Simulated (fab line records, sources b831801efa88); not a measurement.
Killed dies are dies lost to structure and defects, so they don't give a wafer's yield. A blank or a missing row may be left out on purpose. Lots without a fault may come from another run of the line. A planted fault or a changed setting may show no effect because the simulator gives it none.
Problem report in the 8D (eight disciplines) form, filled by code | flow sky130 | the parts of the form that need people (team, actions taken, sign-off) are left out

1. THE PROBLEM
plate_temp_C at SKY_LI_CONTACT_SOFTBAKE_08 reads a mean of 100.97 C on 9 wafers of 3 lots; wafers without a fault read 99.99 C with a standard deviation of 0.13. That is +7.5 standard deviations from the usual mean.
The step: time 90 s.
First seen on wafer L386.1, day 31 03:00, on litho_track-01. The record holds 42 wafers of 14 lots with a number at this step. Rule for "out", or "out of limits": more than 4 standard deviations from the usual mean. The other wafers with a number count as sound.

2. WHAT IT IS AND WHAT IT IS NOT
question                    | is                                 | is not
which readings at this step | plate_temp_C, heater_power_total_W | -
which lots                  | L386, L389, L390                   | L382, L383, L384, L385, L394, L397, L400, L401, L402, L404, L405
which wafers of those lots  | all that have a number             | -
read on which tools         | litho_track-01                     | litho_track-03, litho_track-04
when                        | from day 31 03:00                  | up to then (12 sound wafers); but 21 sound wafers of L394, L397, L400, L401, L402, L404, L405 came after

3. SUSPECTS, AND WHAT RULES EACH OUT
Counting: a tool at a process step up to the reading stays a suspect if it ran every lot that is out and no sound lot after the first of them.
- litho_track-01 at SKY_LI_CONTACT_SOFTBAKE_08 (time 90 s): kept. It ran every lot that is out, first L386 (day 31 03:00), and no sound lot after that; its last sound lot up to then is L385 (day 29 11:00). Its own readings are out on those wafers: heater_power_total_W, plate_temp_C.
Left after counting: litho_track-01 at SKY_LI_CONTACT_SOFTBAKE_08.

4. THE CAUSE (what the simulator had put in)
Process parameter drift: litho_track-01, from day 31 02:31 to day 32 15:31, at SKY_LI_CONTACT_SOFTBAKE_08. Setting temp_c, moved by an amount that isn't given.
Counting left only this tool.

5. THE CHAIN OF EFFECTS, in route order
Each row: a reading whose mean over the struck wafers that have a number lies more than 3 standard deviations from the usual. Only readings for which the record gives a usual standard deviation are gone through. hours: the time from each lot's start at the first step in this table that gives one to its start at this step, as a median over the lots. sigmas: the change in usual standard deviations.
hours | step                       | reading              | usual   | on struck wafers | change | sigmas
0     | SKY_LI_CONTACT_SOFTBAKE_08 | heater_power_total_W | 57.36 W | 58.16            | +0.80  | +6.6
0     | SKY_LI_CONTACT_SOFTBAKE_08 | plate_temp_C         | 99.99 C | 100.97           | +0.98  | +7.5
The process steps in it:
- SKY_LI_CONTACT_SOFTBAKE_08: time 90 s.

6. WHAT WOULD HAVE CAUGHT IT SOONER
In this record the first reading out of limits was taken at day 31 03:00, 0 hours after the fault began at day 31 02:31.
